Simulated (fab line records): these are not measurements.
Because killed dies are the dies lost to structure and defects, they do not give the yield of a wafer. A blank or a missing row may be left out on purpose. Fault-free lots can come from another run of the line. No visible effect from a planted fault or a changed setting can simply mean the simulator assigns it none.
Split-lot trial || flow sfqLine || 23 wafers read from 5 lots, route of 325 steps

## THE SPLIT
At SFQ_TRILAYER_M3_ETCH_METAL_ETCH_078 (etches Nb in Cl2/Ar, stops on SiO2, target depth 240 nm, time 120 s), the setting timeS was moved away from the recipe's 120 s on 9 of the 23 wafers read, by -10.2% to +10.5%. For the rest of the wafers, this setting stayed at what the recipe calls for.

The split's own step is where the reading is taken.

## THE READING
oesProductAu, in a.u., at SFQ_TRILAYER_M3_ETCH_METAL_ETCH_078 (etches Nb in Cl2/Ar, stops on SiO2, target depth 240 nm, time 120 s). On this fab line, fault-free wafers typically give 0.896 a.u. with a standard deviation of 0.0069 a.u.

{"wafer": "L074.1", "tool, chamber at the split": "rieMetal-03, 0", "timeS as run, s": 120, "against the recipe": "recipe", "oesProductAu, a.u.": 0.900, "against lot-mates on the recipe": "-"}
{"wafer": "L074.3", "tool, chamber at the split": "rieMetal-03, 1", "timeS as run, s": 120, "against the recipe": "recipe", "oesProductAu, a.u.": 0.892, "against lot-mates on the recipe": "-"}
{"wafer": "L074.4", "tool, chamber at the split": "rieMetal-03, 0", "timeS as run, s": 120, "against the recipe": "recipe", "oesProductAu, a.u.": 0.888, "against lot-mates on the recipe": "-"}
{"wafer": "L077.1", "tool, chamber at the split": "rieMetal-02, 1", "timeS as run, s": 120, "against the recipe": "recipe", "oesProductAu, a.u.": 0.880, "against lot-mates on the recipe": "-"}
{"wafer": "L077.2", "tool, chamber at the split": "rieMetal-02, 0", "timeS as run, s": 120, "against the recipe": "recipe", "oesProductAu, a.u.": 0.885, "against lot-mates on the recipe": "-"}
{"wafer": "L077.3", "tool, chamber at the split": "rieMetal-02, 0", "timeS as run, s": 120, "against the recipe": "recipe", "oesProductAu, a.u.": 0.899, "against lot-mates on the recipe": "-"}
{"wafer": "L077.5", "tool, chamber at the split": "rieMetal-02, 1", "timeS as run, s": 120, "against the recipe": "recipe", "oesProductAu, a.u.": 0.890, "against lot-mates on the recipe": "-"}
{"wafer": "L077.6", "tool, chamber at the split": "rieMetal-02, 0", "timeS as run, s": 120, "against the recipe": "recipe", "oesProductAu, a.u.": 0.894, "against lot-mates on the recipe": "-"}
{"wafer": "L079.1", "tool, chamber at the split": "rieMetal-02, 1", "timeS as run, s": 107.7, "against the recipe": "-10.2%", "oesProductAu, a.u.": 0.942, "against lot-mates on the recipe": "+0.052"}
{"wafer": "L079.2", "tool, chamber at the split": "rieMetal-02, 0", "timeS as run, s": 107.7, "against the recipe": "-10.2%", "oesProductAu, a.u.": 0.949, "against lot-mates on the recipe": "+0.059"}
{"wafer": "L079.4", "tool, chamber at the split": "rieMetal-02, 1", "timeS as run, s": 120, "against the recipe": "recipe", "oesProductAu, a.u.": 0.891, "against lot-mates on the recipe": "-"}
{"wafer": "L079.5", "tool, chamber at the split": "rieMetal-02, 1", "timeS as run, s": 107.7, "against the recipe": "-10.2%", "oesProductAu, a.u.": 0.940, "against lot-mates on the recipe": "+0.050"}
{"wafer": "L079.6", "tool, chamber at the split": "rieMetal-02, 0", "timeS as run, s": 120, "against the recipe": "recipe", "oesProductAu, a.u.": 0.889, "against lot-mates on the recipe": "-"}
{"wafer": "L080.1", "tool, chamber at the split": "rieMetal-02, 0", "timeS as run, s": 114.5, "against the recipe": "-4.6%", "oesProductAu, a.u.": 0.923, "against lot-mates on the recipe": "+0.026"}
{"wafer": "L080.2", "tool, chamber at the split": "rieMetal-02, 1", "timeS as run, s": 120, "against the recipe": "recipe", "oesProductAu, a.u.": 0.896, "against lot-mates on the recipe": "-"}
{"wafer": "L080.4", "tool, chamber at the split": "rieMetal-02, 1", "timeS as run, s": 114.5, "against the recipe": "-4.6%", "oesProductAu, a.u.": 0.916, "against lot-mates on the recipe": "+0.019"}
{"wafer": "L080.5", "tool, chamber at the split": "rieMetal-02, 0", "timeS as run, s": 120, "against the recipe": "recipe", "oesProductAu, a.u.": 0.898, "against lot-mates on the recipe": "-"}
{"wafer": "L080.6", "tool, chamber at the split": "rieMetal-02, 1", "timeS as run, s": 114.5, "against the recipe": "-4.6%", "oesProductAu, a.u.": 0.928, "against lot-mates on the recipe": "+0.031"}
{"wafer": "L083.1", "tool, chamber at the split": "rieMetal-03, 1", "timeS as run, s": 132.6, "against the recipe": "+10.5%", "oesProductAu, a.u.": 0.883, "against lot-mates on the recipe": -0.018}
{"wafer": "L083.2", "tool, chamber at the split": "rieMetal-03, 1", "timeS as run, s": 120, "against the recipe": "recipe", "oesProductAu, a.u.": 0.901, "against lot-mates on the recipe": "-"}
{"wafer": "L083.3", "tool, chamber at the split": "rieMetal-03, 1", "timeS as run, s": 132.6, "against the recipe": "+10.5%", "oesProductAu, a.u.": 0.882, "against lot-mates on the recipe": -0.019}
{"wafer": "L083.4", "tool, chamber at the split": "rieMetal-03, 1", "timeS as run, s": 120, "against the recipe": "recipe", "oesProductAu, a.u.": 0.900, "against lot-mates on the recipe": "-"}
{"wafer": "L083.6", "tool, chamber at the split": "rieMetal-03, 1", "timeS as run, s": 132.6, "against the recipe": "+10.5%", "oesProductAu, a.u.": 0.881, "against lot-mates on the recipe": -0.020}

THE FIT
A straight line over all 23 wafers: oesProductAu changes by -0.00312 a.u. for each +1% of timeS; r = -0.85; the points scatter about the line by 0.011 a.u.
The same after taking each lot's own level away (the mean of its wafers on the recipe; 23 wafers): -0.00353 a.u. for each +1%; r = -0.91; scatter 0.0093 a.u.
On that fit, the largest move of timeS shifts the reading by 0.037 a.u.
The span of the lots' own levels, 0.8896 to 0.9005 a.u., comes to 1.6 times the standard deviation stated above.
Thus the slope moves with the lot-to-lot level: the two fits are different.
Check: with one of the wafers moved furthest among these (+10.5%) left out of the fit, the line predicts -0.035 a.u. for it against its lot-mates. Against them it came out at -0.0175 a.u.
Tool readings at the split's step, against how far the setting was moved: oesProductAu r = -0.85.

## OTHER SPLITS APPLIED TO THESE WAFERS
Note: prior to the reading, these wafers also went through further splits. Each is held against what the fit with the lots' levels taken away leaves over:
{"other split on the same wafers": "SFQ_TRILAYER_I2_VIA_BARC_OPEN_VIA_ETCH_096 timeS", "wafers away from the commonest value": 4, "r with oesProductAu (lot level and that fit taken away)": "+0.13"}

## THE WHOLE CHAIN: every reading that the file lists as answering this split, in the file's order
{"step": "SFQ_TRILAYER_M3_ETCH_METAL_ETCH_078", "what it does": "etches Nb in Cl2/Ar, stops on SiO2, target depth 240 nm, time 120 s", "reading": "oesProductAu", "change (the file's fit)": "-0.00363 a.u. for each +1% of the setting", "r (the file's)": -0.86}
{"step": "SFQ_TRILAYER_M3_ETCH_METAL_ETCH_078", "what it does": "etches Nb in Cl2/Ar, stops on SiO2, target depth 240 nm, time 120 s", "reading": "KrF_of_TRILAYER_M3_LITHO_COAT_075.thkNm (the simulator's own value, which no gauge read)", "change (the file's fit)": "-1.38 nm for each +1% of the setting", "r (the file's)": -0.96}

## THE FILE'S OWN FIT
oesProductAu changes by -0.00363 a.u. for each +1% of timeS, r = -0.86.
